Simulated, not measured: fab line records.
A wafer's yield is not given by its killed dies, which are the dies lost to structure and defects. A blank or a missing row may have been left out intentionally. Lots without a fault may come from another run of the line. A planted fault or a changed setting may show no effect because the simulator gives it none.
2 desks, one fault || flow gf180mcu || each desk has only its own numbers; what lay behind them comes last

## FOR THE TOOL OWNER'S DESK: rie_diel-01
The tool's own readings at GF_SAB_ETCH_11 (etches SiO2 in C4F8/O2/Ar, target depth 55 nm, time 8.5 s): means of the sampled wafers that have a number, for each lot that ran on this tool. A lot is out of limits, marked OUT, if its mean lies more than 4 standard deviations from the usual mean; the brackets give that distance.
Columns: A = bias_w at GF_SAB_ETCH_11, usual 1200 W; B = chamber_pressure_mTorr at GF_SAB_ETCH_11, usual 40.00 mTorr; C = oes_product_au at GF_SAB_ETCH_11, usual 1.000 a.u.
{"lot": "L645", "first seen here": "day 19 04:07", "A": 1202, "B": 39.98, "C": 1.004}
{"lot": "L649", "first seen here": "day 20 07:55", "A": 1199, "B": 40.01, "C": 1.006}
{"lot": "L653", "first seen here": "day 22 01:49", "A": 1202, "B": 40.00, "C": 1.003}
{"lot": "L654", "first seen here": "day 22 07:52", "A": 1195, "B": 39.97, "C": 0.991}
This desk's finding: nothing out of limits on any of the 4 lots.

## FROM THE METROLOGY DESK
What the gauges read for every lot (on any tool): the sampled wafers with a number, averaged. A lot is out of limits, marked OUT, if its mean lies more than 4 standard deviations from the usual mean; the brackets give that distance.
Columns: A = PSD_RS at GF_PSD_RS_MEAS_15, usual 108.1 ohm/sq; B = SAB_CVD_00_THK at GF_SAB_THK_MEAS_01, usual 49.9 nm; C = cd_nm at GF_SAB_CD_MEAS_09, usual 420.1 nm; D = SAB_OVL at GF_SAB_OVL_MEAS_10, usual 0.7 nm
{"lot": "L634", "first seen here": "day 14 00:46", "A": 107.7, "B": 49.6, "C": 419.1, "D": 2.4}
{"lot": "L641", "first seen here": "day 16 15:56", "A": 108.0, "B": 50.0, "C": 419.6, "D": 0.2}
{"lot": "L645", "first seen here": "day 18 04:00", "A": 108.5, "B": 49.9, "C": 419.7, "D": 1.3}
{"lot": "L649", "first seen here": "day 19 08:26", "A": 108.4, "B": 49.0, "C": 420.1, "D": 2.1}
{"lot": "L653", "first seen here": "day 21 01:44", "A": 108.1, "B": 49.1, "C": 419.5, "D": 1.0}
{"lot": "L654", "first seen here": "day 21 08:25", "A": 108.5, "B": 49.5, "C": 422.2, "D": 0.6}
This desk's finding: nothing out of limits on any of the 6 lots.

## BROUGHT TOGETHER
The desk of the tool owner found nothing out of limits.
Nothing out of limits was seen by the metrology desk.

## WHAT THE SIMULATOR HAD PUT IN
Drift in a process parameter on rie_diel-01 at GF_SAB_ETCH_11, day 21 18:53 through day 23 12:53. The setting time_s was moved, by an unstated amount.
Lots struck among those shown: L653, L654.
